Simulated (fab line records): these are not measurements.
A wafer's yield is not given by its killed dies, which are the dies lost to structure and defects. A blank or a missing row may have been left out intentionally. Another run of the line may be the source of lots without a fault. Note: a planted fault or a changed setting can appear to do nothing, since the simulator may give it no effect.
Problem report in the 8D (eight disciplines) form, filled by code || flow sky130 || the parts of the form that need people (team, actions taken, sign-off) are left out

1. WHAT WENT WRONG
At SKY_LOCAL_INTERCONNECT_ETCH_13, oesProductAu averages 0.824 a.u. over 6 wafers from 2 lots, while fault-free wafers read 0.849 a.u., standard deviation 0.0049. Measured from the usual mean, that is -5.1 standard deviations.
The step: etches BARC in N2/H2, stops on SiO2, time 45.9 s, target depth 60 nm.
First seen on wafer L248.4, day 33 03:28, on rieMetal-03. Wafers with a number at this step in the record: 33, from 11 lots. The rule behind "out" and "out of limits": a value lying over 4 standard deviations away from the usual mean. Any other wafer with a number is counted as sound.

2. WHAT IT IS, AND WHAT IT ISN'T
{"question": "which readings at this step", "is": "oesProductAu", "is not": "drypumpMotorCurrentA"}
{"question": "which lots", "is": "L248, L249", "is not": "L242, L243, L252, L253, L254, L255, L256, L259, L263"}
{"question": "which wafers of those lots", "is": "all that have a number", "is not": "-"}
{"question": "read on which tools", "is": "rieMetal-03", "is not": "rieMetal-01, rieMetal-02"}
{"question": "when", "is": "from day 33 03:28", "is not": "up to then (6 sound wafers); but 21 sound wafers of L252, L253, L254, L255, L256, L259, L263 came after"}

3. SUSPECTS, AND WHAT RULES EACH OUT
Counting: a tool at any process step up to the reading remains a suspect when it ran all the lots that are out and ran no sound lot after the first of those.
- rieMetal-03 at SKY_LOCAL_INTERCONNECT_ETCH_13 (etches BARC in N2/H2, stops on SiO2, time 45.9 s, target depth 60 nm): kept. It ran every lot that is out, first L248 (day 33 03:28), and no sound lot after that. Out on those wafers are its own readings of oesProductAu.
After counting, what remains is rieMetal-03 at SKY_LOCAL_INTERCONNECT_ETCH_13.

4. THE CAUSE (what the simulator had put in)
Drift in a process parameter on rieMetal-03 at SKY_LOCAL_INTERCONNECT_ETCH_13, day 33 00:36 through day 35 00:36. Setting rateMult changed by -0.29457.
Counting left only this tool.

5. THE CHAIN OF EFFECTS, in route order
Each row: a reading where the mean over the struck wafers with a number is more than 3 standard deviations away from the usual. Readings are gone through only where the record gives a usual standard deviation; hours: the median, over the lots, of the time from a lot's start at the first step in this table giving one to that lot's start at this step; sigmas: the change measured in usual standard deviations.
{"hours": 0, "step": "SKY_LOCAL_INTERCONNECT_ETCH_13", "reading": "oesProductAu", "usual": "0.849 a.u.", "on struck wafers": 0.824, "change": -0.025, "sigmas": -5.1}
{"hours": 0, "step": "SKY_LOCAL_INTERCONNECT_METAL_ETCH_14", "reading": "oesProductAu", "usual": "0.940 a.u.", "on struck wafers": 0.381, "change": -0.559, "sigmas": -76}
{"hours": 0, "step": "SKY_LOCAL_INTERCONNECT_METAL_ETCH_14", "reading": "throttleValvePct", "usual": "21.902 %", "on struck wafers": 22.259, "change": "+0.357", "sigmas": "+32"}
{"hours": 0, "step": "SKY_LOCAL_INTERCONNECT_STRIP_15", "reading": "stripTimeToEndpointS", "usual": "4.708 s", "on struck wafers": 4.853, "change": "+0.145", "sigmas": "+7.3"}
{"hours": 353, "step": "SKY_PAD_OPEN_PROBE_99", "reading": "killedAtContacts", "usual": 24, "on struck wafers": 421, "change": "+397", "sigmas": "+73"}
{"hours": 353, "step": "SKY_PAD_OPEN_PROBE_99", "reading": "killedDies", "usual": 87, "on struck wafers": 485, "change": "+398", "sigmas": "+45"}
{"hours": 353, "step": "SKY_PAD_OPEN_PROBE_99", "reading": "killedOnRim", "usual": 17, "on struck wafers": 95, "change": "+78", "sigmas": "+23"}
Its process steps:
- SKY_LOCAL_INTERCONNECT_ETCH_13: etches BARC in N2/H2, stops on SiO2, time 45.9 s, target depth 60 nm.
- SKY_LOCAL_INTERCONNECT_METAL_ETCH_14: etches TiN in Cl2/BCl3, stops on PSG, target depth 110 nm, time 31.4 s.
- SKY_LOCAL_INTERCONNECT_STRIP_15: strips in O2/N2.
- SKY_PAD_OPEN_PROBE_99

6. WHAT WOULD HAVE CAUGHT IT SOONER
The fault began at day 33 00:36; the first out-of-limits reading in this record came at day 33 03:28, 3 hours later.
